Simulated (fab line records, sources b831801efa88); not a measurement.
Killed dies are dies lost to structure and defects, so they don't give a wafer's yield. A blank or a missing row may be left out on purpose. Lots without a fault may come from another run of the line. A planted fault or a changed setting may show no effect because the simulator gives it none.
Which tool did it? | flow sfq_line | 14 lots, 42 wafers sampled, at 4 steps of a route of 325

WHAT THE GAUGES READ, wafer by wafer
The record holds no reading of a measuring or inspecting step that can be judged against a usual standard deviation.

WHICH TOOL RAN EACH LOT (tool, then ch and the chambers of the sampled wafers, then the start)
lot  | SFQ_TRILAYER_JJ_TRILAYER_DEP_SPUTTER_109 | SFQ_TRILAYER_M5_ETCH_METAL_ETCH_126 | SFQ_TRILAYER_R5_LITHO_EXPOSE_137  | SFQ_TRILAYER_I5_ETCH_VIA_ETCH_147
L755 | pvd_sputter-03, day 40 17:52             | rie_metal-04 ch 0,1, day 52 14:04   | krf_scanner-02 ch 0, day 52 22:57 | rie_diel-04 ch 0,3, day 58 05:34
L756 | pvd_sputter-06, day 40 20:14             | rie_metal-02 ch 0,1, day 52 15:16   | krf_scanner-02 ch 0, day 53 00:09 | rie_diel-03 ch 0,1,2, day 58 06:46
L758 | pvd_sputter-04, day 41 10:38             | rie_metal-02 ch 0,1, day 53 05:35   | krf_scanner-02 ch 0, day 53 16:57 | rie_diel-03 ch 0,1,2, day 59 03:10
L761 | pvd_sputter-03, day 43 08:05             | rie_metal-04 ch 0,1, day 54 22:28   | krf_scanner-01 ch 0, day 60 04:36 | rie_diel-03 ch 1,2,3, day 65 08:00
L762 | pvd_sputter-04, day 43 16:33             | rie_metal-02 ch 0,1, day 55 02:26   | krf_scanner-01 ch 0, day 60 07:36 | rie_diel-01 ch 0,2,3, day 65 11:36
L763 | pvd_sputter-04, day 44 12:53             | rie_metal-03 ch 0,1, day 56 04:50   | krf_scanner-01 ch 0, day 61 08:48 | rie_diel-03 ch 1,3, day 66 11:36
L764 | pvd_sputter-03, day 44 15:17             | rie_metal-04 ch 0,1, day 56 07:18   | krf_scanner-01 ch 0, day 61 10:24 | rie_diel-01 ch 1,2, day 66 14:00
L765 | pvd_sputter-03, day 45 04:29             | rie_metal-02 ch 0, day 56 19:26     | krf_scanner-01 ch 0, day 62 00:36 | rie_diel-03 ch 0,1,3, day 66 23:36
L768 | pvd_sputter-03, day 46 06:53             | rie_metal-04 ch 0,1, day 57 15:45   | krf_scanner-02, day 62 21:55      | rie_diel-01 ch 0,1,2, day 67 16:34
L769 | pvd_sputter-06, day 46 08:12             | rie_metal-03 ch 1, day 57 18:17     | krf_scanner-02, day 63 07:43      | rie_diel-04 ch 0,1,3, day 68 02:07
L774 | pvd_sputter-03, day 47 22:25             | rie_metal-04 ch 0,1, day 58 21:16   | krf_scanner-02 ch 0, day 64 10:18 | rie_diel-04 ch 0,1,2, day 69 06:55
L775 | pvd_sputter-06, day 48 04:23             | rie_metal-04 ch 0,1, day 59 01:59   | krf_scanner-02 ch 0, day 64 14:54 | rie_diel-04 ch 1,3, day 69 10:31
L776 | pvd_sputter-03, day 48 08:01             | rie_metal-02 ch 0,1, day 59 05:35   | krf_scanner-02 ch 0, day 64 15:54 | rie_diel-03 ch 2,3, day 69 11:43
L777 | pvd_sputter-04, day 48 11:37             | rie_metal-04 ch 0,1, day 59 09:11   | krf_scanner-01 ch 0, day 64 20:49 | rie_diel-04 ch 0,1,3, day 69 14:07
- SFQ_TRILAYER_JJ_TRILAYER_DEP_SPUTTER_109: material Nb, target thk 150 nm, time 100 s.
- SFQ_TRILAYER_M5_ETCH_METAL_ETCH_126: etches Nb in Cl2/BCl3, stops on SiO2, time 203.2 s, target depth 265 nm.
- SFQ_TRILAYER_R5_LITHO_EXPOSE_137: exposes mask R5, target cd 500 nm.
- SFQ_TRILAYER_I5_ETCH_VIA_ETCH_147: etches the open film in CHF3, stops on Nb, target depth 360 nm.

WHAT THE TOOLS THEMSELVES READ (means of the sampled wafers that have a number; where no wafer has one, the mark that the record gives instead)
SFQ_TRILAYER_JJ_TRILAYER_DEP_SPUTTER_109. Usual: base_pressure_pa 1.32e-06 Pa, standard deviation 1.1e-07; cathode_dc_power_W 2000.1 W, standard deviation 0.36; throttle_valve_pct 29.8 %, standard deviation 0.98.
lot  | tool           | base_pressure_pa (Pa) | cathode_dc_power_W (W) | throttle_valve_pct (%) | flag
L755 | pvd_sputter-03 | 1.42e-06              | 1999.9                 | 30.5                   |
L756 | pvd_sputter-06 | 1.37e-06              | 2000.1                 | 28.6                   |
L758 | pvd_sputter-04 | 1.34e-06              | 2000.1                 | 30.9                   |
L761 | pvd_sputter-03 | 1.28e-06              | 2000.0                 | 29.2                   |
L762 | pvd_sputter-04 | 1.33e-06              | 1999.9                 | 30.0                   |
L763 | pvd_sputter-04 | 1.37e-06              | 2000.2                 | 29.8                   |
L764 | pvd_sputter-03 | 1.39e-06              | 2000.1                 | 29.7                   |
L765 | pvd_sputter-03 | 1.33e-06              | 1999.7                 | 30.4                   |
L768 | pvd_sputter-03 | -                     | -                      | -                      | OFF
L769 | pvd_sputter-06 | -                     | -                      | -                      | OFF
L774 | pvd_sputter-03 | 1.26e-06              | 1999.7                 | 29.4                   |
L775 | pvd_sputter-06 | 1.29e-06              | 2000.1                 | 29.8                   |
L776 | pvd_sputter-03 | 1.31e-06              | 2000.2                 | 29.3                   |
L777 | pvd_sputter-04 | 1.32e-06              | 2000.1                 | 30.7                   |

SFQ_TRILAYER_M5_ETCH_METAL_ETCH_126. Usual: drypump_motor_current_A 5.30 A, standard deviation 0.28; oes_product_au 0.729 a.u., standard deviation 0.0059; rf_fwd_power_W 598.4 W, standard deviation 1.8.
lot  | tool         | drypump_motor_current_A (A) | oes_product_au (a.u.) | rf_fwd_power_W (W) | flag
L755 | rie_metal-04 | 5.31                        | 0.736                 | 598.5              |
L756 | rie_metal-02 | 5.27                        | 0.726                 | 597.7              |
L758 | rie_metal-02 | 5.28                        | 0.733                 | 596.1              |
L761 | rie_metal-04 | 5.30                        | 0.732                 | 601.6              |
L762 | rie_metal-02 | 5.28                        | 0.732                 | 596.2              |
L763 | rie_metal-03 | 5.42                        | 0.727                 | 598.8              |
L764 | rie_metal-04 | 5.17                        | 0.720                 | 598.7              |
L765 | rie_metal-02 | 5.30                        | 0.726                 | 596.8              |
L768 | rie_metal-04 | 5.17                        | 0.374                 | 596.2              | OFF
L769 | rie_metal-03 | 5.73                        | 0.382                 | 598.9              | OFF
L774 | rie_metal-04 | 5.29                        | 0.736                 | 600.3              |
L775 | rie_metal-04 | 5.31                        | 0.726                 | 600.0              |
L776 | rie_metal-02 | 5.27                        | 0.729                 | 599.2              |
L777 | rie_metal-04 | 5.32                        | 0.732                 | 595.7              |

SFQ_TRILAYER_R5_LITHO_EXPOSE_137. Usual: exposure_dose_mJ_cm2 14.399, standard deviation 0.015; focus_offset_nm -0.1 nm, standard deviation 0.52; stage_vel_mm_s 499.98 mm/s, standard deviation 0.28.
lot  | tool           | exposure_dose_mJ_cm2 | focus_offset_nm (nm) | stage_vel_mm_s (mm/s) | flag
L755 | krf_scanner-02 | 14.414               | -0.6                 | 499.98                |
L756 | krf_scanner-02 | 14.418               | -0.4                 | 500.55                |
L758 | krf_scanner-02 | 14.405               | -0.8                 | 499.67                |
L761 | krf_scanner-01 | 14.392               | 0.3                  | 499.73                |
L762 | krf_scanner-01 | 14.414               | -0.0                 | 499.68                |
L763 | krf_scanner-01 | 14.417               | -0.3                 | 499.76                |
L764 | krf_scanner-01 | 14.394               | -0.4                 | 499.94                |
L765 | krf_scanner-01 | 14.416               | 0.1                  | 499.99                |
L768 | krf_scanner-02 | -                    | -                    | -                     | OFF
L769 | krf_scanner-02 | -                    | -                    | -                     | OFF
L774 | krf_scanner-02 | 14.414               | 0.2                  | 500.10                |
L775 | krf_scanner-02 | 14.403               | -0.6                 | 499.65                |
L776 | krf_scanner-02 | 14.396               | -0.6                 | 500.02                |
L777 | krf_scanner-01 | 14.389               | -0.0                 | 500.10                |

SFQ_TRILAYER_I5_ETCH_VIA_ETCH_147. Usual: drypump_motor_current_A 5.87 A, standard deviation 0.24; oes_product_au 0.989 a.u., standard deviation 0.0051; rf_fwd_power_W 498.5 W, standard deviation 1.5.
lot  | tool        | drypump_motor_current_A (A) | oes_product_au (a.u.) | rf_fwd_power_W (W) | flag
L755 | rie_diel-04 | 5.65                        | 0.988                 | 499.3              |
L756 | rie_diel-03 | 5.93                        | 0.992                 | 498.0              |
L758 | rie_diel-03 | 5.93                        | 0.992                 | 497.3              |
L761 | rie_diel-03 | 5.98                        | 0.992                 | 498.3              |
L762 | rie_diel-01 | 5.75                        | 0.991                 | 499.0              |
L763 | rie_diel-03 | 5.73                        | 0.989                 | 498.3              |
L764 | rie_diel-01 | 5.58                        | 0.991                 | 499.4              |
L765 | rie_diel-03 | 5.87                        | 0.990                 | 497.7              |
L768 | rie_diel-01 | 5.72                        | 0.375                 | 499.3              | OFF
L769 | rie_diel-04 | 5.84                        | 0.371                 | 499.4              | OFF
L774 | rie_diel-04 | 5.84                        | 0.992                 | 499.7              |
L775 | rie_diel-04 | 5.97                        | 0.984                 | 499.8              |
L776 | rie_diel-03 | 6.20                        | 0.989                 | 499.4              |
L777 | rie_diel-04 | 5.81                        | 0.990                 | 499.4              |

THE ANSWER, worked out from the rows above alone
Rule: a lot is off if the mean of its wafers that have a number lies more than 3 standard deviations from the usual mean. A lot without any number at a reading at which 4 lots or more have one is off too. The other lots that the step has rows for count as sound. The gauges are gone through in route order, then the tools' own readings, and for those a lot's mean is taken as printed above. The first step at which some lot is off is used, and at that step the reading that is off furthest; a lot without a number counts as furthest.
Off: L768, L769, at SFQ_TRILAYER_JJ_TRILAYER_DEP_SPUTTER_109 (base_pressure_pa). Without a number there: L768, L769.
A tool fits if, at that step or a process step before it, it ran every lot that is off, and no sound lot after the first of them. None of those tried fits.

WHAT THE SIMULATOR HAD PUT IN
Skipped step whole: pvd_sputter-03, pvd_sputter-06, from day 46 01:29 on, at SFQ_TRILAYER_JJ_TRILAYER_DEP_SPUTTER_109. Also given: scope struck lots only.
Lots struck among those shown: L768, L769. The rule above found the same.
